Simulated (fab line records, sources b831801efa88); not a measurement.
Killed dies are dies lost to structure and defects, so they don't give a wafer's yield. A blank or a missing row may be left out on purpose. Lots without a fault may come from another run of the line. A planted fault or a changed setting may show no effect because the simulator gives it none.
Split-lot experiment | flow sfq_line | 5 lots, 23 wafers read, on a route of 325 steps

THE SPLIT
At SFQ_TRILAYER_M6_DEP_SPUTTER_157 (material Nb, target thk 200 nm, time 133.3 s), the setting time_s was moved away from the recipe's 133.3 s on 8 of the 23 wafers read, by -10.7% to +12.3%. The other wafers ran this setting at the recipe's value.

The file shows no step between the split and the reading.

THE READING
M6_NB_RS, in ohm/sq, at SFQ_M6_RS_MEAS_938 (measures by four-point-probe). Fault-free wafers of this fab line usually give 0.889 ohm/sq, standard deviation 0.0093 ohm/sq.

wafer  | tool, chamber at the split | time_s as run, s | against the recipe | M6_NB_RS, ohm/sq | against lot-mates on the recipe
L074.1 | pvd_sputter-05, -          | 133.3            | recipe             | 0.895            | -
L074.2 | pvd_sputter-05, -          | 133.3            | recipe             | 0.887            | -
L074.5 | pvd_sputter-05, -          | 133.3            | recipe             | 0.890            | -
L075.2 | pvd_sputter-04, -          | 133.3            | recipe             | 0.894            | -
L075.3 | pvd_sputter-04, -          | 133.3            | recipe             | 0.886            | -
L075.4 | pvd_sputter-04, -          | 133.3            | recipe             | 0.878            | -
L075.5 | pvd_sputter-04, -          | 133.3            | recipe             | 0.894            | -
L075.6 | pvd_sputter-04, -          | 133.3            | recipe             | 0.878            | -
L076.1 | pvd_sputter-05, -          | 133.3            | recipe             | 0.873            | -
L076.2 | pvd_sputter-05, -          | 149.7            | +12.3%             | 0.787            | -0.094
L076.3 | pvd_sputter-05, -          | 133.3            | recipe             | 0.887            | -
L076.4 | pvd_sputter-05, -          | 133.3            | recipe             | 0.883            | -
L076.6 | pvd_sputter-05, -          | 149.7            | +12.3%             | 0.776            | -0.105
L083.1 | pvd_sputter-05, -          | 123.1            | -7.7%              | 0.975            | +0.087
L083.2 | pvd_sputter-05, -          | 123.1            | -7.7%              | 0.959            | +0.071
L083.4 | pvd_sputter-05, -          | 123.1            | -7.7%              | 0.976            | +0.088
L083.5 | pvd_sputter-05, -          | 133.3            | recipe             | 0.893            | -
L083.6 | pvd_sputter-05, -          | 133.3            | recipe             | 0.883            | -
L084.1 | pvd_sputter-04, -          | 133.3            | recipe             | 0.891            | -
L084.2 | pvd_sputter-04, -          | 119.1            | -10.7%             | 1.006            | +0.110
L084.3 | pvd_sputter-04, -          | 133.3            | recipe             | 0.901            | -
L084.4 | pvd_sputter-04, -          | 119.1            | -10.7%             | 1.014            | +0.118
L084.5 | pvd_sputter-04, -          | 119.1            | -10.7%             | 1.002            | +0.106

THE FIT
A straight line over all 23 wafers: M6_NB_RS changes by -0.01 ohm/sq for each +1% of time_s; r = -0.99; the points scatter about the line by 0.0097 ohm/sq.
The same after taking each lot's own level away (the mean of its wafers on the recipe; 23 wafers): -0.00948 ohm/sq for each +1%; r = -0.99; scatter 0.0087 ohm/sq.
On that fit, the largest move of time_s shifts the reading by 0.12 ohm/sq.
The lots' own levels span 0.8810 to 0.8960 ohm/sq, that is 1.6 times the standard deviation above.
So the lot-to-lot level changes the slope little: the two slopes agree.
Check: with one of the wafers moved furthest among these (+12.3%) left out of the fit, the line predicts -0.12 ohm/sq for it against its lot-mates. It came out at -0.094 ohm/sq against them.

OTHER SPLITS ON THESE WAFERS
These wafers also went through other splits before the reading. Each is held against what the fit with the lots' levels taken away leaves over:
other split on the same wafers                   | wafers away from the commonest value | r with M6_NB_RS (lot level and that fit taken away)
SFQ_TRILAYER_M4_LITHO_COAT_093 spin_rpm          | 12                                   | +0.26
SFQ_TRILAYER_I4_VIA_LITHO_COAT_108 resist_thk_nm | 11                                   | +0.19
SFQ_TRILAYER_I4_VIA_LITHO_PEB_106 peb_temp_c     | 8                                    | +0.45
SFQ_TRILAYER_JJ_TRILAYER_DEP_SPUTTER_110 power_w | 9                                    | -0.24
SFQ_TRILAYER_JJ_CE_LITHO_COAT_119 resist_thk_nm  | 10                                   | +0.23
SFQ_TRILAYER_R5_LITHO_COAT_141 spin_rpm          | 8                                    | -0.31
SFQ_TRILAYER_R5_LITHO_PEB_139 peb_temp_c         | 9                                    | -0.10
SFQ_TRILAYER_A5C_DEP_PECVD_142 time_s            | 12                                   | +0.12
SFQ_TRILAYER_C5_BARC_OPEN_VIA_ETCH_210 bias_w    | 9                                    | +0.16

THE WHOLE CHAIN: every reading that the file lists as answering this split, in the file's order
step                            | what it does                                 | reading                                                                                   | change (the file's fit)              | r (the file's)
SFQ_TRILAYER_M6_DEP_SPUTTER_157 | material Nb, target thk 200 nm, time 133.3 s | Nb_of_TRILAYER_M6_DEP_SPUTTER_157.thk_nm (the simulator's own value, which no gauge read) | +2.07 nm for each +1% of the setting | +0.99
SFQ_M6_RS_MEAS_938              | measures by four-point-probe                 | M6_NB_RS                                                                                  | -0.00941 for each +1% of the setting | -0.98

THE FILE'S OWN FIT
M6_NB_RS changes by -0.00941 ohm/sq for each +1% of time_s, r = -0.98.
